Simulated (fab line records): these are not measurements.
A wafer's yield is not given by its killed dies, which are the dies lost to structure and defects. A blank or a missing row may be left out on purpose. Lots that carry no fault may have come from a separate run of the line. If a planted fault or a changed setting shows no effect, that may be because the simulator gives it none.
Which tool is to blame? ; flow sky130 ; 39 wafers from 13 lots sampled at 6 of the route's 708 steps

== WHAT EACH GAUGE READ, for each wafer ==
SKY_SONOS_ONO_OVL_MEAS_14.
lot;measured;on;SONOS_ONO_OVL (nm)
L286;day 12 22:12;overlay-01;-2.4 -0.2 1.2
L287;day 13 15:49;overlay-01;-1.8 -1.4 0.4
L290;day 14 10:56;overlay-01;-2.0 0.3 -2.5
L289;day 14 11:32;overlay-01;1.7 1.1 3.2
L291;day 14 18:08;overlay-01;0.9 2.5 0.3
L292;day 15 09:50;overlay-01;0.9 0.7 0.2
L293;day 15 11:52;overlay-01;0.6 0.0 2.9
L295;day 16 00:16;overlay-02;-0.5 -0.1 0.2
L296;day 16 14:02;overlay-01;2.4 2.5 3.3
L297;day 16 18:42;overlay-01;-0.1 1.9 0.9
L302;day 18 14:32;overlay-02;-1.6 0.9 0.9
L304;day 19 04:32;overlay-02;3.2 2.6 2.9
L308;day 20 16:56;overlay-02;1.7 1.2 0.3

SKY_LDD_HVN_TW_MEAS_10.
lot;measured;on;LDD_HVN_TW
L286;day 20 13:40;film-metro-01;1448 1442 1451
L287;day 21 13:54;film-metro-04;1445 1446 1447
L290;day 22 08:49;film-metro-01;1447 1442 1442
L289;day 22 12:54;film-metro-04;1453 1442 1440
L291;day 22 21:34;film-metro-03;1417 1415 1419
L292;day 23 10:52;film-metro-03;1423 1431 1421
L293;day 23 13:58;film-metro-01;1441 1437 1439
L295;day 24 03:29;film-metro-03;1432 1427 1422
L296;day 24 14:24;film-metro-01;1437 1444 1446
L297;day 24 22:19;film-metro-01;1444 1450 1444
L302;day 26 17:26;film-metro-04;1437 1435 1442
L304;day 27 05:42;film-metro-03;30 30 30
L308;day 28 14:08;film-metro-04;1439 1438 1444

== WHAT TOOL EACH LOT RAN ON (gives the tool, then ch and the chambers of the sampled wafers, and finally the start) ==
lot;SKY_SONOS_ONO_ETCH_15;SKY_GATE_OXIDE_STRIP_13;SKY_LDD_P_STRIP_10;SKY_LDD_HVN_STRIP_09
L286;rie-diel-01 ch 0,2,3, day 12 22:13;plasma-asher-01 ch 0,1, day 14 02:29;plasma-asher-03 ch 0,1, day 19 06:11;plasma-asher-04 ch 0,1, day 20 13:34
L287;rie-diel-04 ch 1,2,3, day 13 15:52;plasma-asher-01 ch 0,1, day 14 20:16;plasma-asher-04 ch 0,1, day 20 06:44;plasma-asher-04 ch 0,1, day 21 13:48
L290;rie-diel-01 ch 0,1, day 14 10:58;plasma-asher-03 ch 0,1, day 15 16:46;plasma-asher-01 ch 0,1, day 21 01:26;plasma-asher-03 ch 0,1, day 22 08:43
L289;rie-diel-04 ch 0,2,3, day 14 11:34;plasma-asher-01 ch 0,1, day 15 17:08;plasma-asher-03 ch 0,1, day 21 05:02;plasma-asher-03 ch 0,1, day 22 12:47
L291;rie-diel-01 ch 2,3, day 14 18:10;plasma-asher-03 ch 0,1, day 16 02:43;plasma-asher-03 ch 0,1, day 21 14:04;plasma-asher-02 ch 0,1, day 22 21:27
L292;rie-diel-04 ch 1,3, day 15 09:52;plasma-asher-01 ch 0,1, day 16 15:41;plasma-asher-04 ch 0,1, day 22 04:13;plasma-asher-03 ch 0,1, day 23 10:45
L293;rie-diel-01 ch 0,3, day 15 11:53;plasma-asher-01 ch 0,1, day 16 17:47;plasma-asher-04 ch 0,1, day 22 08:03;plasma-asher-03 ch 0,1, day 23 13:53
L295;rie-diel-02 ch 1,3, day 16 00:19;plasma-asher-01 ch 0,1, day 17 06:40;plasma-asher-03 ch 0,1, day 22 21:16;plasma-asher-02 ch 1, day 24 03:23
L296;rie-diel-02 ch 1,3, day 16 14:04;plasma-asher-03 ch 0,1, day 17 20:45;plasma-asher-01 ch 0,1, day 23 08:37;plasma-asher-03 ch 0,1, day 24 14:17
L297;rie-diel-02 ch 0,1,3, day 16 18:43;plasma-asher-01 ch 0,1, day 18 05:32;plasma-asher-01 ch 0,1, day 23 16:16;plasma-asher-04 ch 0,1, day 24 22:14
L302;rie-diel-01 ch 1,2, day 18 14:34;plasma-asher-01 ch 0,1, day 19 23:36;plasma-asher-01 ch 0,1, day 25 11:26;plasma-asher-03 ch 0,1, day 26 17:20
L304;rie-diel-02 ch 1,2,3, day 19 04:34;plasma-asher-04 ch 0, day 20 14:04;plasma-asher-04 ch 1, day 26 00:23;plasma-asher-03 ch 0, day 27 05:35
L308;rie-diel-04 ch 2,3, day 20 16:58;plasma-asher-03 ch 0,1, day 22 01:58;plasma-asher-03 ch 0,1, day 27 09:22;plasma-asher-04 ch 0,1, day 28 14:02
- SKY_SONOS_ONO_ETCH_15: etches the open film in CHF3/O2, target depth 19.52 nm, time 7.8 s.
- SKY_GATE_OXIDE_STRIP_13: strips in O2/N2.
- SKY_LDD_P_STRIP_10: strips in O2/N2.
- SKY_LDD_HVN_STRIP_09: strips in O2/N2.

== WHAT THE TOOLS THEMSELVES READ (means of the sampled wafers that have a number; where no wafer has one, the mark that the record gives instead) ==
SKY_SONOS_ONO_ETCH_15.
lot;tool;drypump-motor-current-A (A);oes-product-au (a.u.);throttle-valve-pct (%)
L286;rie-diel-01;5.6;0.990;8.820
L287;rie-diel-04;5.6;0.997;8.832
L290;rie-diel-01;6.0;1.002;8.824
L289;rie-diel-04;5.4;1.003;8.818
L291;rie-diel-01;5.1;0.997;8.820
L292;rie-diel-04;5.9;1.001;8.826
L293;rie-diel-01;5.2;0.988;8.823
L295;rie-diel-02;5.0;0.993;8.822
L296;rie-diel-02;5.0;1.000;8.825
L297;rie-diel-02;5.1;0.986;8.819
L302;rie-diel-01;6.0;1.002;8.830
L304;rie-diel-02;5.3;1.000;8.818
L308;rie-diel-04;5.4;1.007;8.831

SKY_GATE_OXIDE_STRIP_13.
lot;tool;drypump-motor-current-A (A);oes-product-au (a.u.);strip-time-to-endpoint-s (s)
L286;plasma-asher-01;5.1;0.714;14.21
L287;plasma-asher-01;5.1;0.717;14.21
L290;plasma-asher-03;5.6;0.711;14.17
L289;plasma-asher-01;5.2;0.717;14.20
L291;plasma-asher-03;5.6;0.718;14.14
L292;plasma-asher-01;5.2;0.715;14.17
L293;plasma-asher-01;5.2;0.717;14.19
L295;plasma-asher-01;5.2;0.718;14.20
L296;plasma-asher-03;5.7;0.713;14.14
L297;plasma-asher-01;5.3;0.715;14.12
L302;plasma-asher-01;5.1;0.717;14.16
L304;plasma-asher-04;5.1;0.720;14.18
L308;plasma-asher-03;5.7;0.718;14.20

SKY_LDD_P_STRIP_10.
lot;tool;drypump-motor-current-A (A);oes-product-au (a.u.);strip-time-to-endpoint-s (s)
L286;plasma-asher-03;5.67;0.709;14.17
L287;plasma-asher-04;5.19;0.717;14.19
L290;plasma-asher-01;5.07;0.711;14.21
L289;plasma-asher-03;5.67;0.714;14.14
L291;plasma-asher-03;5.64;0.708;14.19
L292;plasma-asher-04;5.18;0.717;14.15
L293;plasma-asher-04;5.28;0.710;14.12
L295;plasma-asher-03;5.62;0.715;14.20
L296;plasma-asher-01;5.07;0.713;14.17
L297;plasma-asher-01;5.25;0.710;14.17
L302;plasma-asher-01;5.23;0.714;14.16
L304;plasma-asher-04;5.37;0.921;-
L308;plasma-asher-03;5.64;0.718;14.21

SKY_LDD_HVN_STRIP_09.
lot;tool;drypump-motor-current-A (A);oes-product-au (a.u.);strip-time-to-endpoint-s (s)
L286;plasma-asher-04;5.29;0.405;4.132
L287;plasma-asher-04;5.17;0.409;4.136
L290;plasma-asher-03;5.64;0.406;4.133
L289;plasma-asher-03;5.62;0.407;4.109
L291;plasma-asher-02;5.55;0.410;4.137
L292;plasma-asher-03;5.64;0.407;4.148
L293;plasma-asher-03;5.63;0.410;4.137
L295;plasma-asher-02;5.31;0.411;4.134
L296;plasma-asher-03;5.64;0.410;4.141
L297;plasma-asher-04;5.26;0.410;4.149
L302;plasma-asher-03;5.64;0.406;4.122
L304;plasma-asher-03;5.59;0.718;12.825
L308;plasma-asher-04;5.28;0.409;4.155

== THE ANSWER, worked out from the rows above alone ==
Rule: the lots themselves supply what counts as usual. The widest of any qualifying gaps counts: lots, ordered by their means at a reading, are off when they make up no more than a third of the lots, leave a main group of 4 or more, and stand apart from it by 3 or more times the standard deviation of that group's means. Not used: any main group whose means are identical at the precision the tables above print for the reading. Also off: a lot with no number at a reading for which 4 or more lots have one. Where the step has rows for the other lots, those lots are counted as sound. First the gauges in route order, then the tools' own readings, where a lot's mean is used as printed above. The first step at which some lot is off is used, and at that step the reading that is off furthest; a lot without a number counts as furthest.
Off: at SKY_LDD_HVN_TW_MEAS_10 (LDD_HVN_TW), L304. Mean 1438 and standard deviation 9.3 in the main group.
If a tool, at a process step before that reading, ran all the lots that are off and no sound lot after the first of them, it fits. The gauges at SKY_LDD_HVN_TW_MEAS_10 aren't tried: what is off there is off at SKY_LDD_P_STRIP_10 too, on other tools, and a gauge's error can't cause that. Can't be told from this: 3 tools fit, rie-diel-02 at SKY_SONOS_ONO_ETCH_15, plasma-asher-04 at SKY_GATE_OXIDE_STRIP_13 and SKY_LDD_P_STRIP_10, plasma-asher-03 at SKY_LDD_HVN_STRIP_09.

== WHAT WAS PUT IN BY THE SIMULATOR ==
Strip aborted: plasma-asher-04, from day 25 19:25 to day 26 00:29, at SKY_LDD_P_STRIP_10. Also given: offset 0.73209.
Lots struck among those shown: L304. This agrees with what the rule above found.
